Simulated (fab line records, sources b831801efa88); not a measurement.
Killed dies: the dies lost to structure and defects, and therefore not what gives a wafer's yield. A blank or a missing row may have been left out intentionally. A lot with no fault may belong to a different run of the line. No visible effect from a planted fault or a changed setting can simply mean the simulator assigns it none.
fab line records	flow gf180mcu	part 1 of 2: steps 1 to 27 of 36
record lots=5	wafers=15	last_day=34
route steps=602 shown V2@399 M3@409 V3@429
lots with no fault: from the same line, run without faults
start_h: hours from the record's opening day to when the first of the lot's shown wafers began	wait_h: hours since the lot's step before	" repeats the value in the row above	L1.1+2: a single row standing in for several wafers	- no value present, or no start provided	* or withheld: withheld	< > ~ a bound
route shown NAME@n: a module of which the file shows steps, and the number in the route of the first	usual: mean and standard deviation over wafers with no fault	same: alike in all rows	chamber/n: place in a boat	sites: the reading at each site	_std_site: the values' standard deviation	_edge_site: the outer-site mean with the inner-site mean subtracted	radius_mm: how far each site lies from the wafer's centre	mask NAME#n: copy n	behind: tool/chamber where the wafer was last shaped	hold: the reason the lot was held/the length of the hold in hours/how it ended	device: whichever transistor did not switch (one of n, p or np)	end of line: the tests these same wafers got at the end of their route	a step with no rows: only its recipe	killed: dies that structure and defects cost at the first sort, which is not the same as the wafer's yield	map: per-die view of a wafer (x killed, . not killed, _ where there is no die)
set.NAME: the run value of the setting; set.NAME@STEP: its run value at that earlier step	model.NAME: the simulator's own value behind a step, which no gauge read
lots at selected steps of the route; one table per step, one row per wafer
services: from which hour (start_h, from the record's first day; less than 0 if before it) a tool's chamber was out of use, for how many hours, and why
## steps
# step GF_V2_ETCH_17
# recipe chemistry=C4F8/O2/Ar	mask_material=KrF	target=SiO2	stop_on=TiN	source_w=1500	bias_w=1200	pressure_mtorr=40	c4f8_flow_sccm=withheld	O2_flow_sccm=6	Ar_flow_sccm=300	time_s=withheld	target_depth_a=6300
# usual bias_w=1200/3.4	oes_product_au=0.856/0.0043	rf_fwd_power_W=1493/4.4
lot.wafer	tool	chamber	start_h	wait_h	bias_w	oes_product_au	rf_fwd_power_W
L080.2	rie_diel-01	2	-	-	1202	0.860	1494
L080.4	"	3	"	"	1198	0.853	1487
L080.5	"	2	"	"	1200	0.861	1485
L085.2	rie_diel-02	3	-	-	1197	0.861	1485
L085.3	"	0	"	"	1203	0.861	1489
L085.4	"	1	"	"	1202	0.853	1484
L088.2	rie_diel-01	3	-	-	1200	0.858	1489
L088.3	"	2	"	"	1203	0.851	1495
L088.5	"	2	"	"	1197	0.849	1501
L090.2	rie_diel-04	1	-	-	1200	0.859	1493
L090.3	"	3	"	"	1199	0.853	1493
L090.4	"	0	"	"	1198	0.848	1492
L097.1	rie_diel-02	0	-	-	1197	0.858	1496
L097.3	"	1	"	"	1201	0.859	1499
L097.6	"	3	"	"	1196	0.860	1494
# step GF_V2_STRIP_18
# recipe chemistry=O2/N2	power_w=1400	pressure_mtorr=1500	platen_temp_c=250	o2_flow_sccm=3000	n2_flow_sccm=300	overash_fraction=0.5
# usual drypump_motor_current_A=5.7/0.46	heater_power_w=305/21	oes_product_au=0.592/0.0047	platen_temp_c=249.99/0.18
lot.wafer	tool	chamber	start_h	wait_h	drypump_motor_current_A	heater_power_w	oes_product_au	platen_temp_c	rf_hours_counter_h
L080.2	plasma_asher-02	0	518.39	-	5.7	263	0.596	249.84	43
L080.4	"	0	"	"	5.7	263	0.587	249.84	-
L080.5	"	0	"	"	5.6	270	0.590	249.82	-
L085.2	plasma_asher-03	1	557.92	-	5.5	304	0.583	250.01	80
L085.3	"	1	"	"	5.5	305	0.592	250.06	-
L085.4	"	0	"	"	5.5	295	0.600	249.91	-
L088.2	plasma_asher-01	1	581.38	-	5.2	331	0.602	249.98	96
L088.3	"	1	"	"	5.2	337	0.593	250.12	-
L088.5	"	1	"	"	5.3	341	0.595	249.94	-
L090.2	plasma_asher-02	0	596.30	-	5.7	266	0.593	249.82	52
L090.3	"	0	"	"	5.6	264	0.599	249.88	-
L090.4	"	1	"	"	5.3	306	0.600	249.97	-
L097.1	plasma_asher-03	0	651.27	-	5.5	292	0.588	249.86	90
L097.3	"	1	"	"	5.5	307	0.583	250.08	-
L097.6	"	1	"	"	5.5	294	0.585	249.93	-
# step GF_V2_STRIP_19
# recipe chemistry=post_etch_residue_remover	time_s=1200	temp_c=72.5
# usual bath_guard_temp_C=72.5/0.51
# same time_s=1200
lot.wafer	tool	chamber	start_h	wait_h	bath_guard_temp_C
L080.2	wet_bench-03	3	518.49	0.1	72.4
L080.4	"	3	"	"	72.9
L080.5	"	3	"	"	72.8
L085.2	wet_bench-02	0	558.02	0.1	72.5
L085.3	"	0	"	"	72.4
L085.4	"	0	"	"	72.1
L088.2	wet_bench-03	0	581.48	0.1	71.3
L088.3	"	0	"	"	71.9
L088.5	"	0	"	"	72.0
L090.2	wet_bench-02	2	596.40	0.1	71.8
L090.3	"	2	"	"	72.0
L090.4	"	2	"	"	71.8
L097.1	wet_bench-03	1	651.37	0.1	72.6
L097.3	"	1	"	"	72.7
L097.6	"	1	"	"	72.8
# step GF_V2_CLEAN_20
# recipe chemistry=DIW	dry=n2_spin
lot.wafer	tool	chamber	start_h	wait_h
L080.2+4+5	wet_bench-04	0	518.83	0.0
L085.2+3+4	wet_bench-03	3	558.36	0.0
L088.2+3+5	wet_bench-03	3	581.83	0.0
L090.2+3+4	wet_bench-03	3	596.74	0.0
L097.1+3+6	wet_bench-04	2	651.78	0.0
# step GF_V2_SPUTTER_21
# recipe material=Ti	target_thk_nm=15	chamber_pressure_pa=5	power_w=2500	substrate_temp_c=200	time_s=80.02
# usual throttle_valve_pct=29.6/1.1
# same time_s=80.02
lot.wafer	tool	chamber	start_h	wait_h	throttle_valve_pct
L080.2	pvd_sputter-01	-	518.92	0.0	29.6
L080.4	"	-	"	"	29.5
L080.5	"	-	"	"	29.7
L085.2	pvd_sputter-02	-	558.46	0.0	28.7
L085.3	"	-	"	"	28.1
L085.4	"	-	"	"	28.8
L088.2	pvd_sputter-01	-	581.92	0.0	32.3
L088.3	"	-	"	"	29.6
L088.5	"	-	"	"	32.1
L090.2	pvd_sputter-01	-	596.83	0.0	31.9
L090.3	"	-	"	"	29.7
L090.4	"	-	"	"	29.8
L097.1	pvd_sputter-04	-	651.87	0.0	30.3
L097.3	"	-	"	"	29.4
L097.6	"	-	"	"	29.9
# step GF_V2_SPUTTER_22
# recipe material=TiN	target_thk_nm=10	chamber_pressure_pa=5	power_w=4000	time_s=40
# usual throttle_valve_pct=29.6/1.1
# same time_s=40
lot.wafer	tool	chamber	start_h	wait_h	throttle_valve_pct
L080.2	pvd_sputter-01	-	518.98	0.0	29.5
L080.4	"	-	"	"	29.8
L080.5	"	-	"	"	29.7
L085.2	pvd_sputter-02	-	558.52	0.0	28.9
L085.3	"	-	"	"	28.1
L085.4	"	-	"	"	29.1
L088.2	pvd_sputter-01	-	581.98	0.0	32.0
L088.3	"	-	"	"	29.7
L088.5	"	-	"	"	32.1
L090.2	pvd_sputter-01	-	596.89	0.0	32.2
L090.3	"	-	"	"	29.7
L090.4	"	-	"	"	29.6
L097.1	pvd_sputter-04	-	651.93	0.0	29.8
L097.3	"	-	"	"	29.4
L097.6	"	-	"	"	29.5
# step GF_V2_CVD_23
# recipe material=W	target_thk_nm=350	time_s=104.94	temp_c=400	pressure_torr=40
# usual heater_power_w=815/49
# same time_s=104.94
lot.wafer	tool	chamber	start_h	wait_h	heater_power_w
L080.2	cvd_w-02	1	519.02	0.0	797
L080.4	"	1	"	"	810
L080.5	"	1	"	"	811
L085.2	cvd_w-02	1	558.60	0.1	803
L085.3	"	1	"	"	809
L085.4	"	1	"	"	804
L088.2	cvd_w-02	0	582.02	0.0	902
L088.3	"	0	"	"	892
L088.5	"	1	"	"	818
L090.2	cvd_w-02	1	596.93	0.0	833
L090.3	"	1	"	"	815
L090.4	"	0	"	"	890
L097.1	cvd_w-02	0	651.97	0.0	868
L097.3	"	0	"	"	862
L097.6	"	1	"	"	795
# step GF_V2_RS_MEAS_24
# recipe thk_meas_gauge=four-point-probe	reads=W_of_V2_CVD_23+TiN_of_V2_SPUTTER_22+Ti_of_V2_SPUTTER_21
# usual V2_W_RS=0.327/0.0044
lot.wafer	tool	chamber	start_h	wait_h	V2_W_RS[ohm/sq]
L080.2	film_metro-04	-	519.15	0.1	0.325
L080.4	"	-	"	"	0.331
L080.5	"	-	"	"	0.327
L085.2	film_metro-04	-	558.81	0.2	0.332
L085.3	"	-	"	"	0.331
L085.4	"	-	"	"	0.330
L088.2	film_metro-03	-	582.15	0.1	0.322
L088.3	"	-	"	"	0.320
L088.5	"	-	"	"	0.329
L090.2	film_metro-02	-	597.07	0.1	0.333
L090.3	"	-	"	"	0.332
L090.4	"	-	"	"	0.322
L097.1	film_metro-02	-	652.08	0.1	0.325
L097.3	"	-	"	"	0.323
L097.6	"	-	"	"	0.331
# step GF_V2_THK_MEAS_25
# recipe thk_meas_gauge=xrf	reads=W_of_V2_CVD_23
# usual V2_W_THK=358/6.5
lot.wafer	tool	chamber	start_h	wait_h	V2_W_THK[nm]
L080.2	film_metro-04	-	519.26	0.1	353
L080.4	"	-	"	"	349
L080.5	"	-	"	"	350
L085.2	film_metro-04	-	558.92	0.1	351
L085.3	"	-	"	"	352
L085.4	"	-	"	"	351
L088.2	film_metro-03	-	582.26	0.1	372
L088.3	"	-	"	"	372
L088.5	"	-	"	"	362
L090.2	film_metro-02	-	597.18	0.1	348
L090.3	"	-	"	"	351
L090.4	"	-	"	"	362
L097.1	film_metro-02	-	652.20	0.1	361
L097.3	"	-	"	"	359
L097.6	"	-	"	"	352
# step GF_V2_CMP_26
# recipe stop_on=SiO2	down_force_psi=3.5	platen_rpm=60	t_overpolish_s=15	target_thk_nm=0	pad_velocity_m_s=0.94248
# usual motor_current_A=10.6/0.56	overpolish_run_s=15.001/0.0096	platen_rpm=60.00/0.037	time_to_endpoint_s=82/4
lot.wafer	tool	chamber	start_h	wait_h	motor_current_A	overpolish_run_s	platen_rpm	time_to_endpoint_s
L080.4	cmp-02	1	519.31	0.0	10.8	14.988	60.04	79
L080.2	"	0	"	"	9.8	15.006	60.02	78
L080.5	"	1	"	"	11.0	15.007	60.02	78
L085.4	cmp-01	1	559.03	0.1	10.4	14.990	60.05	80
L085.2	"	2	"	"	10.6	15.009	60.00	84
L085.3	"	3	"	"	11.0	15.003	59.98	81
L088.3	cmp-01	2	582.36	0.1	9.8	15.002	59.97	82
L088.2	"	0	"	"	11.8	14.986	59.97	84
L088.5	"	2	"	"	10.5	15.015	60.02	79
L090.3	cmp-02	2	597.23	0.0	10.2	14.998	60.01	81
L090.4	"	3	"	"	10.1	14.982	60.03	88
L090.2	"	0	"	"	10.3	14.996	60.01	84
L097.1	cmp-02	1	652.26	0.1	10.1	14.993	59.97	84
L097.3	"	2	"	"	10.6	14.999	59.99	80
L097.6	"	2	"	"	10.0	14.993	59.95	80
# step GF_M3_SPUTTER_00
# recipe material=Ti	target_thk_nm=37.5	arriving_ion_energy_ev=80	substrate_temp_c=200	chamber_pressure_pa=2	power_w=4000	time_s=150
# usual throttle_valve_pct=29.6/0.88
# same time_s=150
lot.wafer	tool	chamber	start_h	wait_h	throttle_valve_pct
L080.2	pvd_sputter-04	-	519.61	0.1	29.1
L080.4	"	-	"	"	30.1
L080.5	"	-	"	"	29.9
L085.2	pvd_sputter-04	-	559.33	0.2	29.5
L085.3	"	-	"	"	29.8
L085.4	"	-	"	"	30.2
L088.2	pvd_sputter-02	-	582.61	0.1	29.5
L088.3	"	-	"	"	28.2
L088.5	"	-	"	"	29.6
L090.2	pvd_sputter-02	-	597.53	0.1	29.8
L090.3	"	-	"	"	28.8
L090.4	"	-	"	"	28.5
L097.1	pvd_sputter-03	-	652.56	0.2	29.0
L097.3	"	-	"	"	31.9
L097.6	"	-	"	"	30.0
# step GF_M3_SPUTTER_01
# recipe material=TiN	target_thk_nm=30	power_w=6500	time_s=25	chamber_pressure_pa=0.4
# usual throttle_valve_pct=29.6/0.87
# same time_s=25
lot.wafer	tool	chamber	start_h	wait_h	throttle_valve_pct
L080.2	pvd_sputter-04	-	519.71	0.1	29.4
L080.4	"	-	"	"	30.2
L080.5	"	-	"	"	30.2
L085.2	pvd_sputter-04	-	559.43	0.1	29.4
L085.3	"	-	"	"	29.8
L085.4	"	-	"	"	30.2
L088.2	pvd_sputter-02	-	582.71	0.1	29.8
L088.3	"	-	"	"	27.8
L088.5	"	-	"	"	29.9
L090.2	pvd_sputter-02	-	597.63	0.1	29.7
L090.3	"	-	"	"	29.1
L090.4	"	-	"	"	28.5
L097.1	pvd_sputter-03	-	652.66	0.1	28.8
L097.3	"	-	"	"	32.1
L097.6	"	-	"	"	29.9
# step GF_M3_SPUTTER_02
# recipe material=AlCu	target_thk_nm=450	power_w=10600	time_s=23.9	chamber_pressure_pa=0.4
# usual throttle_valve_pct=29.7/0.85
# same time_s=23.9
lot.wafer	tool	chamber	start_h	wait_h	throttle_valve_pct
L080.2	pvd_sputter-04	-	519.74	0.0	29.7
L080.4	"	-	"	"	30.3
L080.5	"	-	"	"	30.0
L085.2	pvd_sputter-04	-	559.46	0.0	29.4
L085.3	"	-	"	"	29.7
L085.4	"	-	"	"	30.0
L088.2	pvd_sputter-02	-	582.74	0.0	29.7
L088.3	"	-	"	"	28.5
L088.5	"	-	"	"	29.9
L090.2	pvd_sputter-02	-	597.66	0.0	29.7
L090.3	"	-	"	"	29.1
L090.4	"	-	"	"	29.0
L097.1	pvd_sputter-03	-	652.69	0.0	29.3
L097.3	"	-	"	"	32.1
L097.6	"	-	"	"	29.7
# step GF_M3_SPUTTER_03
# recipe material=Ti	target_thk_nm=10	substrate_temp_c=300	chamber_pressure_pa=0.3	power_w=3000	time_s=6.7
# usual throttle_valve_pct=29.7/0.86
# same time_s=6.7
lot.wafer	tool	chamber	start_h	wait_h	throttle_valve_pct
L080.2	pvd_sputter-04	-	519.77	0.0	29.2
L080.4	"	-	"	"	30.4
L080.5	"	-	"	"	30.0
L085.2	pvd_sputter-04	-	559.49	0.0	29.2
L085.3	"	-	"	"	29.3
L085.4	"	-	"	"	30.0
L088.2	pvd_sputter-02	-	582.77	0.0	29.7
L088.3	"	-	"	"	28.1
L088.5	"	-	"	"	29.7
L090.2	pvd_sputter-02	-	597.69	0.0	29.5
L090.3	"	-	"	"	29.1
L090.4	"	-	"	"	28.8
L097.1	pvd_sputter-03	-	652.72	0.0	29.4
L097.3	"	-	"	"	32.1
L097.6	"	-	"	"	29.7
# step GF_M3_SPUTTER_04
# recipe material=TiN	target_thk_nm=50	power_w=6500	time_s=41.7	chamber_pressure_pa=0.4
# usual throttle_valve_pct=29.6/0.86
# same time_s=41.7
lot.wafer	tool	chamber	start_h	wait_h	throttle_valve_pct
L080.2	pvd_sputter-04	-	519.79	0.0	29.2
L080.4	"	-	"	"	30.2
L080.5	"	-	"	"	30.1
L085.2	pvd_sputter-04	-	559.51	0.0	29.2
L085.3	"	-	"	"	29.8
L085.4	"	-	"	"	30.1
L088.2	pvd_sputter-02	-	582.79	0.0	29.7
L088.3	"	-	"	"	28.2
L088.5	"	-	"	"	29.8
L090.2	pvd_sputter-02	-	597.71	0.0	29.7
L090.3	"	-	"	"	28.8
L090.4	"	-	"	"	29.0
L097.1	pvd_sputter-03	-	652.74	0.0	29.4
L097.3	"	-	"	"	31.8
L097.6	"	-	"	"	29.6
# step GF_M3_RS_MEAS_05
# recipe thk_meas_gauge=four-point-probe	reads=TiN_of_M3_SPUTTER_04+Ti_of_M3_SPUTTER_03+AlCu_of_M3_SPUTTER_02+TiN_of_M3_SPUTTER_01+Ti_of_M3_SPUTTER_00
# usual M3_ALCU_RS=0.0698/0.00076
lot.wafer	tool	chamber	start_h	wait_h	M3_ALCU_RS[ohm/sq]
L080.2	film_metro-04	-	519.85	0.0	0.0711
L080.4	"	-	"	"	0.0706
L080.5	"	-	"	"	0.0700
L085.2	film_metro-04	-	559.57	0.0	0.0707
L085.3	"	-	"	"	0.0705
L085.4	"	-	"	"	0.0700
L088.2	film_metro-04	-	582.85	0.0	0.0696
L088.3	"	-	"	"	0.0686
L088.5	"	-	"	"	0.0689
L090.2	film_metro-04	-	597.77	0.0	0.0691
L090.3	"	-	"	"	0.0691
L090.4	"	-	"	"	0.0685
L097.1	film_metro-01	-	652.78	0.0	0.0706
L097.3	"	-	"	"	0.0706
L097.6	"	-	"	"	0.0702
# step GF_M3_THK_MEAS_06
# recipe thk_meas_gauge=xrf	reads=AlCu_of_M3_SPUTTER_02
# usual M3_ALCU_THK=446/5.6
lot.wafer	tool	chamber	start_h	wait_h	M3_ALCU_THK[nm]
L080.2	film_metro-04	-	519.96	0.1	437
L080.4	"	-	"	"	442
L080.5	"	-	"	"	444
L085.2	film_metro-04	-	559.68	0.1	438
L085.3	"	-	"	"	441
L085.4	"	-	"	"	443
L088.2	film_metro-04	-	582.96	0.1	446
L088.3	"	-	"	"	453
L088.5	"	-	"	"	452
L090.2	film_metro-04	-	597.88	0.1	452
L090.3	"	-	"	"	451
L090.4	"	-	"	"	452
L097.1	film_metro-01	-	652.90	0.1	438
L097.3	"	-	"	"	440
L097.6	"	-	"	"	441
# step GF_M3_DEHYDRATE_07
# recipe temp_c=200	time_s=60
# same time_s=60
lot.wafer	tool	chamber	start_h	wait_h
L080.2+4+5	litho_track-03	0	530.50	10.5
L085.2+3+4	litho_track-02	0	570.64	10.9
L088.2+3+5	litho_track-02	0	592.44	9.5
L090.2+3+4	litho_track-02	0	607.29	9.4
L097.1+3+6	litho_track-03	0	661.62	8.7
# step GF_M3_HMDS_08
# recipe prime_time_s=60	prime_temp_c=120
# same prime_time_s=60
lot.wafer	tool	chamber	start_h	wait_h
L080.2+4+5	litho_track-03	0	530.65	0.1
L085.2+3+4	litho_track-02	0	570.79	0.1
L088.2+3+5	litho_track-02	0	592.59	0.1
L090.2+3+4	litho_track-02	0	607.44	0.1
L097.1+3+6	litho_track-03	0	661.77	0.1
# step GF_M3_COAT_09
# recipe resist=KrF	spin_rpm=withheld	resist_thk_nm=1000
lot.wafer	tool	chamber	start_h	wait_h
L080.2+4+5	litho_track-03	0	530.80	0.1
L085.2+3+4	litho_track-02	0	570.94	0.1
L088.2+3+5	litho_track-02	0	592.74	0.1
L090.2+3+4	litho_track-02	0	607.59	0.1
L097.1+3+6	litho_track-03	0	661.92	0.1
# step GF_M3_SOFTBAKE_10
# recipe temp_c=130	time_s=60	resist=KrF
# same time_s=60
lot.wafer	tool	chamber	start_h	wait_h
L080.2+4+5	litho_track-03	0	530.95	0.1
L085.2+3+4	litho_track-02	0	571.09	0.1
L088.2+3+5	litho_track-02	0	592.89	0.1
L090.2+3+4	litho_track-02	0	607.74	0.1
L097.1+3+6	litho_track-03	0	662.07	0.1
# step GF_M3_EXPOSE_11
# recipe mask_id=Metal3	target_cd_nm=280	na=0.68	source_shape=conventional	sigma_outer=0.6	dose_mj=28
lot.wafer	tool	chamber	start_h	wait_h	mask
L080.2+4+5	krf_scanner-02	0	-	-	Metal3#0
L085.2+3+4	krf_scanner-02	0	-	-	Metal3#0
L088.2+3+5	krf_scanner-01	0	-	-	Metal3#0
L090.2+3+4	krf_scanner-02	0	-	-	Metal3#0
L097.1+3+6	krf_scanner-02	0	-	-	Metal3#0
# step GF_M3_PEB_12
# recipe peb_temp_c=135	peb_time_s=90	resist=KrF
lot.wafer	tool	chamber	start_h	wait_h
L080.2+4+5	litho_track-03	0	-	-
L085.2+3+4	litho_track-03	0	-	-
L088.2+3+5	litho_track-04	0	-	-
L090.2+3+4	litho_track-02	0	-	-
L097.1+3+6	litho_track-03	0	-	-
# step GF_M3_DEVELOP_13
# recipe develop_time_s=60	dev_temp_c=21
lot.wafer	tool	chamber	start_h	wait_h
L080.2+4+5	litho_track-03	0	542.60	0.2
L085.2+3+4	litho_track-03	0	581.25	0.2
L088.2+3+5	litho_track-04	0	603.06	0.2
L090.2+3+4	litho_track-02	0	618.49	0.2
L097.1+3+6	litho_track-03	0	671.27	0.2
# step GF_M3_CD_MEAS_14
# recipe target_cd_nm=280
# usual cd_nm=280.0/1.1
lot.wafer	tool	chamber	start_h	wait_h	cd_nm
L080.2	cd_sem-01	-	542.74	0.1	281.1
L080.4	"	-	"	"	281.7
L080.5	"	-	"	"	281.1
L085.2	cd_sem-01	-	581.39	0.1	280.2
L085.3	"	-	"	"	281.5
L085.4	"	-	"	"	279.4
L088.2	cd_sem-01	-	603.21	0.1	280.3
L088.3	"	-	"	"	281.1
L088.5	"	-	"	"	281.1
L090.2	cd_sem-01	-	618.64	0.1	281.5
L090.3	"	-	"	"	280.7
L090.4	"	-	"	"	280.5
L097.1	cd_sem-01	-	671.42	0.1	278.6
L097.3	"	-	"	"	278.3
L097.6	"	-	"	"	278.4
# step GF_M3_OVL_MEAS_15
# usual M3_OVL=1/5
lot.wafer	tool	chamber	start_h	wait_h	M3_OVL[nm]
L080.2	overlay-02	-	542.85	0.1	-2
L080.4	"	-	"	"	6
L080.5	"	-	"	"	7
L085.2	overlay-01	-	581.50	0.1	4
L085.3	"	-	"	"	0
L085.4	"	-	"	"	-7
L088.2	overlay-01	-	603.31	0.1	9
L088.3	"	-	"	"	-5
L088.5	"	-	"	"	3
L090.2	overlay-01	-	618.74	0.1	-2
L090.3	"	-	"	"	-3
L090.4	"	-	"	"	-3
L097.1	overlay-01	-	671.54	0.1	-4
L097.3	"	-	"	"	1
L097.6	"	-	"	"	2
# step GF_M3_METAL_ETCH_16
# recipe chemistry=Cl2/BCl3	mask_material=KrF	target_depth_nm=750.8	stop_on=SiO2	pressure_mtorr=8	icp_w=800	bias_w=140	Cl2_flow_sccm=80	bcl3_flow_sccm=40	time_s=125.1
# usual bias_w=140.0/0.4	drypump_motor_current_A=5.7/0.32	oes_product_au=0.990/0.0066	rf_fwd_power_W=796.0/2.5	throttle_valve_pct=28.229/0.0099
# same time_s=125.1
lot.wafer	tool	chamber	start_h	wait_h	bias_w	drypump_motor_current_A	oes_product_au	rf_fwd_power_W	rf_hours_counter_h	throttle_valve_pct
L080.2	rie_metal-02	1	542.88	0.0	141.0	5.5	0.997	799.7	7	28.222
L080.4	"	1	"	"	140.9	5.5	0.992	799.4	-	28.229
L080.5	"	1	"	"	140.5	5.5	0.982	800.8	-	28.227
L085.2	rie_metal-02	1	581.53	0.0	140.4	5.5	0.986	795.0	8	28.227
L085.3	"	1	"	"	139.5	5.5	0.992	798.5	-	28.241
L085.4	"	0	"	"	139.6	6.1	0.993	794.5	-	28.238
L088.2	rie_metal-02	1	603.34	0.0	138.9	5.5	0.989	798.5	9	28.215
L088.3	"	0	"	"	140.3	6.1	0.993	797.8	-	28.216
L088.5	"	0	"	"	140.1	6.0	0.986	796.5	-	28.236
L090.2	rie_metal-04	1	618.77	0.0	139.9	5.4	0.994	796.7	8	28.225
L090.3	"	1	"	"	140.2	5.4	1.001	795.3	-	28.214
L090.4	"	0	"	"	139.4	6.3	1.001	795.3	-	28.223
L097.1	rie_metal-01	1	671.58	0.0	139.8	5.5	0.991	794.4	3	28.248
L097.3	"	0	"	"	140.3	5.5	0.990	796.7	-	28.233
L097.6	"	0	"	"	140.9	5.5	0.987	797.2	-	28.219
